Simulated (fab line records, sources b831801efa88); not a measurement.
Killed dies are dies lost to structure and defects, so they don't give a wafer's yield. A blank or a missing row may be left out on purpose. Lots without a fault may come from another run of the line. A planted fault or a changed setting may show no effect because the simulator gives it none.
Chamber matching | flow sky130 | SKY_LI_CONTACT_CMP_24 on cmp-02: 4 sister chambers
The step polishes, stops on PSG, t overpolish 20 s, target thk 0 nm. 8 wafers are shown with their chamber, then 11 later ones without.

WAFERS WITH THEIR CHAMBER
wafer  | chamber | motor_current_A (A) | overpolish_run_s (s)
L081.3 | 1       | 11.0                | 19.999
L084.6 | 3       | 9.6                 | 20.007
L085.3 | 0       | 10.3                | 20.011
L085.6 | 2       | 11.3                | 19.997
L086.2 | 3       | 9.3                 | 19.998
L086.4 | 0       | 10.4                | 19.995
L086.6 | 1       | 10.8                | 20.010
L087.3 | 2       | 10.9                | 19.995

WAFERS WITHOUT THEIR CHAMBER
wafer  | motor_current_A (A) | overpolish_run_s (s)
L087.4 | 9.7                 | 20.005
L087.6 | 10.2                | 19.993
L089.2 | 11.3                | 20.003
L089.4 | 10.5                | 20.016
L089.5 | 11.4                | 19.991
L088.2 | 9.4                 | 20.008
L088.5 | 11.2                | 20.008
L088.6 | 12.0                | 20.013
L096.2 | 10.6                | 19.988
L096.3 | 10.9                | 19.993
L096.5 | 12.0                | 20.015

WHICH CHAMBER EACH WENT THROUGH
wafer  | from the rows above          | in truth
L087.4 | 3                            | 3
L087.6 | 0                            | 0
L089.2 | can't be placed: 2 or 1      | 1
L089.4 | can't be placed: 0 or 1      | 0
L089.5 | can't be placed: 2 or 1      | 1
L088.2 | 3                            | 3
L088.5 | can't be placed: 1 or 2      | 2
L088.6 | can't be placed: 2 or 1      | 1
L096.2 | can't be placed: 0 or 1 or 2 | 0
L096.3 | can't be placed: 2 or 1      | 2
L096.5 | can't be placed: 2 or 1      | 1
Placed correctly: 3 of 11. Can't be placed from these rows: 8 (the true chamber is among the candidates in 8). Placed wrongly: 0.
How it was worked out, from the rows above alone: a wafer's distance from a chamber is the root of the sum, over the readings, of the square of ((its reading less the chamber's mean) divided by the reading's scatter). The wafer belongs to the nearest chamber; if the next one is less than 2 further off, it can't be placed. A chamber's mean is the mean of its shown wafers. The scatter: the root of (the sum of the squares of (reading less its chamber's mean) over the shown wafers, divided by (wafers less chambers)).
